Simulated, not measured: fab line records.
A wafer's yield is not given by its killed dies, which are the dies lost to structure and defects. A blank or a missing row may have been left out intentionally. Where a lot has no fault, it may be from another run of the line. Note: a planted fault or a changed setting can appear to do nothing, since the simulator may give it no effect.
Which tool is to blame? || flow gf180mcu || 39 wafers from 13 lots sampled at 5 of the route's 602 steps

## WHAT THE GAUGES SHOWED, per wafer
GF_HV_LDD_CD_MEAS_31: target cd 400 nm.
{"lot": "L100", "measured": "day 11 21:28", "on": "cdSem-02", "cdNm (nm)": "403.0 403.1 402.5"}
{"lot": "L101", "measured": "day 12 06:26", "on": "cdSem-02", "cdNm (nm)": "404.8 404.5 403.0"}
{"lot": "L102", "measured": "day 12 17:29", "on": "cdSem-02", "cdNm (nm)": "397.5 397.8 398.6"}
{"lot": "L103", "measured": "day 13 02:23", "on": "cdSem-01", "cdNm (nm)": "400.6 397.9 399.9"}
{"lot": "L105", "measured": "day 13 19:40", "on": "cdSem-02", "cdNm (nm)": "401.6 402.1 401.2"}
{"lot": "L106", "measured": "day 13 22:30", "on": "cdSem-01", "cdNm (nm)": "401.8 404.5 403.2"}
{"lot": "L112", "measured": "day 15 21:07", "on": "cdSem-01", "cdNm (nm)": "401.4 400.6 401.7"}
{"lot": "L114", "measured": "day 16 14:37", "on": "cdSem-01", "cdNm (nm)": "400.0 398.6 400.0"}
{"lot": "L117", "measured": "day 17 15:53", "on": "cdSem-02", "cdNm (nm)": "400.6 401.0 399.8"}
{"lot": "L118", "measured": "day 17 23:23", "on": "cdSem-01", "cdNm (nm)": "397.1 397.4 399.1"}
{"lot": "L119", "measured": "day 18 05:44", "on": "cdSem-02", "cdNm (nm)": "399.8 398.5 400.7"}
{"lot": "L121", "measured": "day 18 22:30", "on": "cdSem-01", "cdNm (nm)": "402.2 402.7 403.5"}
{"lot": "L122", "measured": "day 19 07:56", "on": "cdSem-02", "cdNm (nm)": "399.2 400.4 398.6"}

GF_HV_LDD_TW_MEAS_50.
{"lot": "L100", "measured": "day 12 18:38", "on": "filmMetro-04", "HV_LDD_4_TW": "575 573 577"}
{"lot": "L101", "measured": "day 13 03:05", "on": "filmMetro-03", "HV_LDD_4_TW": "575 576 574"}
{"lot": "L102", "measured": "day 13 14:41", "on": "filmMetro-03", "HV_LDD_4_TW": "575 573 576"}
{"lot": "L103", "measured": "day 13 23:59", "on": "filmMetro-02", "HV_LDD_4_TW": "581 581 578"}
{"lot": "L105", "measured": "day 14 17:38", "on": "filmMetro-02", "HV_LDD_4_TW": "579 578 575"}
{"lot": "L106", "measured": "day 14 21:01", "on": "filmMetro-04", "HV_LDD_4_TW": "578 574 576"}
{"lot": "L112", "measured": "day 16 20:34", "on": "filmMetro-02", "HV_LDD_4_TW": "943 942 948"}
{"lot": "L114", "measured": "day 17 15:18", "on": "filmMetro-04", "HV_LDD_4_TW": "932 933 937"}
{"lot": "L117", "measured": "day 18 16:35", "on": "filmMetro-03", "HV_LDD_4_TW": "577 577 578"}
{"lot": "L118", "measured": "day 19 00:45", "on": "filmMetro-03", "HV_LDD_4_TW": "579 579 580"}
{"lot": "L119", "measured": "day 19 07:06", "on": "filmMetro-03", "HV_LDD_4_TW": "583 576 577"}
{"lot": "L121", "measured": "day 20 00:36", "on": "filmMetro-04", "HV_LDD_4_TW": "573 571 572"}
{"lot": "L122", "measured": "day 20 09:04", "on": "filmMetro-03", "HV_LDD_4_TW": "579 580 584"}

GF_NSD_OVL_MEAS_08.
{"lot": "L100", "measured": "day 13 17:50", "on": "overlay-02", "NSD_OVL (nm)": "4.3 3.4 4.4"}
{"lot": "L101", "measured": "day 14 02:22", "on": "overlay-01", "NSD_OVL (nm)": "0.5 -0.5 -0.8"}
{"lot": "L102", "measured": "day 14 14:51", "on": "overlay-02", "NSD_OVL (nm)": "-3.9 -1.3 -3.6"}
{"lot": "L103", "measured": "day 15 01:00", "on": "overlay-01", "NSD_OVL (nm)": "0.7 0.9 0.0"}
{"lot": "L105", "measured": "day 15 18:50", "on": "overlay-02", "NSD_OVL (nm)": "-2.5 -0.6 -0.9"}
{"lot": "L106", "measured": "day 15 21:31", "on": "overlay-02", "NSD_OVL (nm)": "-2.0 -2.0 -0.2"}
{"lot": "L112", "measured": "day 17 22:52", "on": "overlay-02", "NSD_OVL (nm)": "-1.2 -1.3 0.5"}
{"lot": "L114", "measured": "day 18 17:50", "on": "overlay-02", "NSD_OVL (nm)": "0.6 0.0 0.8"}
{"lot": "L117", "measured": "day 19 20:12", "on": "overlay-02", "NSD_OVL (nm)": "0.4 1.1 0.4"}
{"lot": "L118", "measured": "day 20 04:38", "on": "overlay-01", "NSD_OVL (nm)": "0.9 0.7 0.8"}
{"lot": "L119", "measured": "day 20 10:36", "on": "overlay-02", "NSD_OVL (nm)": "-2.0 -2.0 -1.8"}
{"lot": "L121", "measured": "day 21 03:43", "on": "overlay-01", "NSD_OVL (nm)": "1.4 1.8 1.6"}
{"lot": "L122", "measured": "day 21 13:05", "on": "overlay-01", "NSD_OVL (nm)": "1.0 2.2 0.6"}

## EACH LOT AND THE TOOL THAT RAN IT (in order: tool; ch and the chambers of the sampled wafers; start)
{"lot": "L100", "GF_POLY_GATE_ETCH_13": "rieSi-02 ch 0,1,3, day 9 10:36", "GF_HV_LDD_IMPLANT_48": "implanter-02 ch 0, day 12 18:24"}
{"lot": "L101", "GF_POLY_GATE_ETCH_13": "rieSi-02 ch 0,1,2, day 9 18:28", "GF_HV_LDD_IMPLANT_48": "implanter-04 ch 0, day 13 02:51"}
{"lot": "L102", "GF_POLY_GATE_ETCH_13": "rieSi-02 ch 1,2, day 10 07:29", "GF_HV_LDD_IMPLANT_48": "implanter-02 ch 0, day 13 14:28"}
{"lot": "L103", "GF_POLY_GATE_ETCH_13": "rieSi-02 ch 1,3, day 10 13:12", "GF_HV_LDD_IMPLANT_48": "implanter-02 ch 0, day 13 23:45"}
{"lot": "L105", "GF_POLY_GATE_ETCH_13": "rieSi-01 ch 1,2, day 11 05:29", "GF_HV_LDD_IMPLANT_48": "implanter-04 ch 0, day 14 17:24"}
{"lot": "L106", "GF_POLY_GATE_ETCH_13": "rieSi-02 ch 0,1,3, day 11 08:20", "GF_HV_LDD_IMPLANT_48": "implanter-02 ch 0, day 14 20:46"}
{"lot": "L112", "GF_POLY_GATE_ETCH_13": "rieSi-01 ch 0,1,3, day 13 03:52", "GF_HV_LDD_IMPLANT_48": "implanter-02 ch 0, day 16 20:20"}
{"lot": "L114", "GF_POLY_GATE_ETCH_13": "rieSi-02 ch 0,3, day 13 18:55", "GF_HV_LDD_IMPLANT_48": "implanter-02 ch 0, day 17 15:03"}
{"lot": "L117", "GF_POLY_GATE_ETCH_13": "rieSi-02 ch 0,3, day 14 18:06", "GF_HV_LDD_IMPLANT_48": "implanter-04 ch 0, day 18 16:22"}
{"lot": "L118", "GF_POLY_GATE_ETCH_13": "rieSi-02 ch 1,2, day 15 00:24", "GF_HV_LDD_IMPLANT_48": "implanter-04 ch 0, day 19 00:30"}
{"lot": "L119", "GF_POLY_GATE_ETCH_13": "rieSi-02 ch 0,1,2, day 15 06:22", "GF_HV_LDD_IMPLANT_48": "implanter-03 ch 0, day 19 06:54"}
{"lot": "L121", "GF_POLY_GATE_ETCH_13": "rieSi-01 ch 0,1,3, day 15 22:51", "GF_HV_LDD_IMPLANT_48": "implanter-02 ch 0, day 20 00:21"}
{"lot": "L122", "GF_POLY_GATE_ETCH_13": "rieSi-01 ch 0,2,3, day 16 07:12", "GF_HV_LDD_IMPLANT_48": "implanter-03 ch 0, day 20 08:49"}
- GF_POLY_GATE_ETCH_13: etches poly-Si in HBr/Cl2, stops on SiO2, target depth 198.5 nm, time 69.6 s.
- GF_HV_LDD_IMPLANT_48

## AS READ BY THE TOOLS THEMSELVES (means over the sampled wafers that have a number; for cases with no such wafer, the mark the record gives instead)
GF_POLY_GATE_ETCH_13.
{"lot": "L100", "tool": "rieSi-02", "drypumpMotorCurrentA (A)": 5.7, "oesProductAu (a.u.)": 0.986, "throttleValvePct (%)": 33.687}
{"lot": "L101", "tool": "rieSi-02", "drypumpMotorCurrentA (A)": 5.7, "oesProductAu (a.u.)": 0.993, "throttleValvePct (%)": 33.687}
{"lot": "L102", "tool": "rieSi-02", "drypumpMotorCurrentA (A)": 5.9, "oesProductAu (a.u.)": 0.990, "throttleValvePct (%)": 33.676}
{"lot": "L103", "tool": "rieSi-02", "drypumpMotorCurrentA (A)": 5.9, "oesProductAu (a.u.)": 0.978, "throttleValvePct (%)": 33.686}
{"lot": "L105", "tool": "rieSi-01", "drypumpMotorCurrentA (A)": 5.1, "oesProductAu (a.u.)": 0.997, "throttleValvePct (%)": 33.680}
{"lot": "L106", "tool": "rieSi-02", "drypumpMotorCurrentA (A)": 5.6, "oesProductAu (a.u.)": 0.994, "throttleValvePct (%)": 33.681}
{"lot": "L112", "tool": "rieSi-01", "drypumpMotorCurrentA (A)": 5.8, "oesProductAu (a.u.)": 0.991, "throttleValvePct (%)": 33.682}
{"lot": "L114", "tool": "rieSi-02", "drypumpMotorCurrentA (A)": 5.6, "oesProductAu (a.u.)": 0.994, "throttleValvePct (%)": 33.681}
{"lot": "L117", "tool": "rieSi-02", "drypumpMotorCurrentA (A)": 5.7, "oesProductAu (a.u.)": 0.988, "throttleValvePct (%)": 33.689}
{"lot": "L118", "tool": "rieSi-02", "drypumpMotorCurrentA (A)": 5.9, "oesProductAu (a.u.)": 0.982, "throttleValvePct (%)": 33.685}
{"lot": "L119", "tool": "rieSi-02", "drypumpMotorCurrentA (A)": 5.7, "oesProductAu (a.u.)": 0.989, "throttleValvePct (%)": 33.685}
{"lot": "L121", "tool": "rieSi-01", "drypumpMotorCurrentA (A)": 5.8, "oesProductAu (a.u.)": 0.990, "throttleValvePct (%)": 33.678}
{"lot": "L122", "tool": "rieSi-01", "drypumpMotorCurrentA (A)": 5.6, "oesProductAu (a.u.)": 0.999, "throttleValvePct (%)": 33.681}

GF_HV_LDD_IMPLANT_48.
{"lot": "L100", "tool": "implanter-02", "beamOnS (s)": 10.00, "doseIonsCm2": 2.9991e+13, "faradayCurrentUA": 169}
{"lot": "L101", "tool": "implanter-04", "beamOnS (s)": 10.09, "doseIonsCm2": 3.0010e+13, "faradayCurrentUA": 167}
{"lot": "L102", "tool": "implanter-02", "beamOnS (s)": 9.92, "doseIonsCm2": 2.9996e+13, "faradayCurrentUA": 171}
{"lot": "L103", "tool": "implanter-02", "beamOnS (s)": 10.26, "doseIonsCm2": 2.9992e+13, "faradayCurrentUA": 165}
{"lot": "L105", "tool": "implanter-04", "beamOnS (s)": 10.05, "doseIonsCm2": 3.0002e+13, "faradayCurrentUA": 168}
{"lot": "L106", "tool": "implanter-02", "beamOnS (s)": 9.94, "doseIonsCm2": 2.9965e+13, "faradayCurrentUA": 170}
{"lot": "L112", "tool": "implanter-02", "beamOnS (s)": 11.73, "doseIonsCm2": 1.4216e+14, "faradayCurrentUA": 683}
{"lot": "L114", "tool": "implanter-02", "beamOnS (s)": 11.90, "doseIonsCm2": 1.4217e+14, "faradayCurrentUA": 672}
{"lot": "L117", "tool": "implanter-04", "beamOnS (s)": 10.21, "doseIonsCm2": 2.9980e+13, "faradayCurrentUA": 166}
{"lot": "L118", "tool": "implanter-04", "beamOnS (s)": 10.07, "doseIonsCm2": 3.0007e+13, "faradayCurrentUA": 168}
{"lot": "L119", "tool": "implanter-03", "beamOnS (s)": 10.14, "doseIonsCm2": 3.0044e+13, "faradayCurrentUA": 167}
{"lot": "L121", "tool": "implanter-02", "beamOnS (s)": 9.96, "doseIonsCm2": 3.0030e+13, "faradayCurrentUA": 169}
{"lot": "L122", "tool": "implanter-03", "beamOnS (s)": 9.95, "doseIonsCm2": 2.9977e+13, "faradayCurrentUA": 170}

## THE ANSWER, worked out from the rows above alone
Rule: what is usual is taken from the lots themselves. The widest of any qualifying gaps counts: lots, ordered by their means at a reading, are off when they make up no more than a third of the lots, leave a main group of 4 or more, and stand apart from it by 3 or more times the standard deviation of that group's means. If all means in a main group match to the digits the tables above print for the reading, that group is not used. Also off: a lot with no number at a reading for which 4 or more lots have one. All remaining lots with rows at the step are treated as sound. After the gauges, taken in route order, come the tools' own readings; for these a lot's mean is taken, as printed above. The first step at which some lot is off is used, and at that step the reading that is off furthest; a lot without a number counts as furthest.
Off: at GF_HV_LDD_TW_MEAS_50 (HV_LDD_4_TW), L112, L114. For the main group the mean is 577 and the standard deviation 2.6.
If a tool, at a process step before that reading, ran all the lots that are off and no sound lot after the first of them, it fits. The gauges at GF_HV_LDD_TW_MEAS_50 aren't tried: what is off there is off at GF_HV_LDD_IMPLANT_48 too, on other tools, and a gauge's error can't cause that. No candidate that was tried fits.

## WHAT THE SIMULATOR HAD PUT IN
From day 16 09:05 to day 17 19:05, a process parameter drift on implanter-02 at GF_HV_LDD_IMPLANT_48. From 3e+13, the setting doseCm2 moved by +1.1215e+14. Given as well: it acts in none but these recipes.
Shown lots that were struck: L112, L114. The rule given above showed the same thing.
